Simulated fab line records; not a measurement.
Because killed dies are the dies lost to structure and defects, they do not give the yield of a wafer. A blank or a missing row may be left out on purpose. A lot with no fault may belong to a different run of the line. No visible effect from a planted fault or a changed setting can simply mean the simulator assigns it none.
Comparing a struck lot with a sound one    flow sky130    15 steps out of a route of 708
Sound: wafers L485.4, L485.5, L485.6. Struck: wafer L494.2 (left out: L494.6, a lot-mate that was not struck); the cause follows at the end.
At each step with rows: each side's tool, then ch and its chambers, then its first start. Under that, the readings that differ: sound wafers    struck wafers    difference of the means    sigmas: that difference in standard deviations of wafers without a fault.
alike: same words and numbers on both sides, and readings whose means sit less than 2 such deviations apart. not compared: any withheld reading, any reading some wafer has no value for, any bound like >300 that may hide the same value, and any number with overlapping values for which the record gives no deviation.
A row with sigmas, a row that says differs or no value, or rows on one side alone: a step with any of these is where the two part. Numbers that don't overlap but have no deviation are shown without sigmas and don't part them. A reading that every wafer of one side lacks parts them only if that side has two wafers or more.

SKY_FIELD_ISO_ETCH_15: etches the open film in CHF3/O2, stops on Si, target depth 180 nm, time 72 s.
  sound on rie-diel-03 ch 0,1,3, day 2 05:18; struck on rie-diel-01 ch 2, day 4 04:00
reading                 sound  struck  difference                    sigmas
rf-hours-counter-h (h)  - - -  93      no value on the sound wafers  
  alike: drypump-motor-current-A, oes-product-au, rf-fwd-power-W, throttle-valve-pct
SKY_FIELD_ISO_STRIP_16: strips in O2/N2.
  sound on plasma-asher-01 ch 0,1, day 2 05:22; struck on plasma-asher-01 ch 1, day 4 04:04
reading                 sound  struck  difference                    sigmas
rf-hours-counter-h (h)  - - -  40      no value on the sound wafers  
  alike: drypump-motor-current-A, n2-flow-sccm, oes-product-au, strip-time-to-endpoint-s
SKY_FIELD_ISO_ETCH_17: etches Si in HBr/Cl2/O2, target depth 342 nm, time 97.7 s.
  sound on rie-si-01 ch 0,1,2, day 2 05:26; struck on rie-si-01 ch 3, day 4 04:10
  alike: HBr_flow_sccm, drypump-motor-current-A, he-backside-leak-sccm, oes-product-au, rf-fwd-power-W, throttle-valve-pct
  not compared: rf-hours-counter-h
then, 5 steps without rows for these wafers: SKY_FIELD_ISO_WET_ETCH_18 (etches Si3N4 in H3PO4, target depth 25 nm, time 286 s); SKY_FIELD_ISO_CLEAN_19 (cleans in SC1/SC2, time 150 s); SKY_FIELD_ISO_CLEAN_20 (cleans in dHF, time 20 s); SKY_FIELD_ISO_WET_ETCH_21 (etches SiO2 in dHF, target depth 20 nm, time 400 s); SKY_FIELD_ISO_OXIDATION_22 (stabilise 600 s, purge 300 s, target thk 10 nm).
SKY_FIELD_ISO_THK_MEAS_23:
  sound on film-metro-04, day 2 07:11; struck on film-metro-01, day 4 05:43
  alike: FIELD_ISO_OXIDATION_01_THK
then, 1 step without rows for these wafers: SKY_FIELD_ISO_CVD_24 (deposits SiO2, target thk 595 nm, time 99.2 s).
SKY_FIELD_ISO_THK_MEAS_25:
  sound on film-metro-01, day 2 07:19; struck on film-metro-04, day 4 05:50
reading                    sound        struck  difference  sigmas
FIELD_ISO_CVD_24_THK (nm)  593 584 590  600     +11         +2
then, 1 step without rows for these wafers: SKY_FIELD_ISO_ANNEAL_26 (time 1800 s).
SKY_FIELD_ISO_CMP_27: polishes, stops on Si3N4, t overpolish 16 s, target thk 457.8 nm.
  sound on cmp-01 ch 0,3, day 2 08:53; struck on cmp-01 ch 2, day 4 07:37
reading                 sound        struck  difference  sigmas
time-to-endpoint-s (s)  115 113 117  62      -53         -14
  alike: motor-current-A, overpolish-run-s
then, 1 step without rows for these wafers: SKY_FIELD_ISO_WET_ETCH_28 (etches SiO2 in dHF, target depth 23.7 nm, time 47 s).
-- record jumps: 43 days separate the struck wafers' starts on either side; left off in module FIELD_ISO, taken up again in module PAD_OPEN, whose first shown step is the route's number 708 --
SKY_PAD_OPEN_PROBE_99:
  sound on prober-02, day 45 12:44; struck on prober-02, day 47 19:02
  alike: killed_at_M0_to_M3, killed_at_M4_up, killed-at-contacts, killed-at-front-end, killed-at-other, killed-dies, killed-on-rim, killed-open, killed-short

== WHERE THEY PART ==
At SKY_FIELD_ISO_ETCH_15 first; at SKY_FIELD_ISO_CMP_27 last (within this record only). Later steps at which nothing parts them and some readings are alike: SKY_PAD_OPEN_PROBE_99.

WHY: what had been put in by the simulator
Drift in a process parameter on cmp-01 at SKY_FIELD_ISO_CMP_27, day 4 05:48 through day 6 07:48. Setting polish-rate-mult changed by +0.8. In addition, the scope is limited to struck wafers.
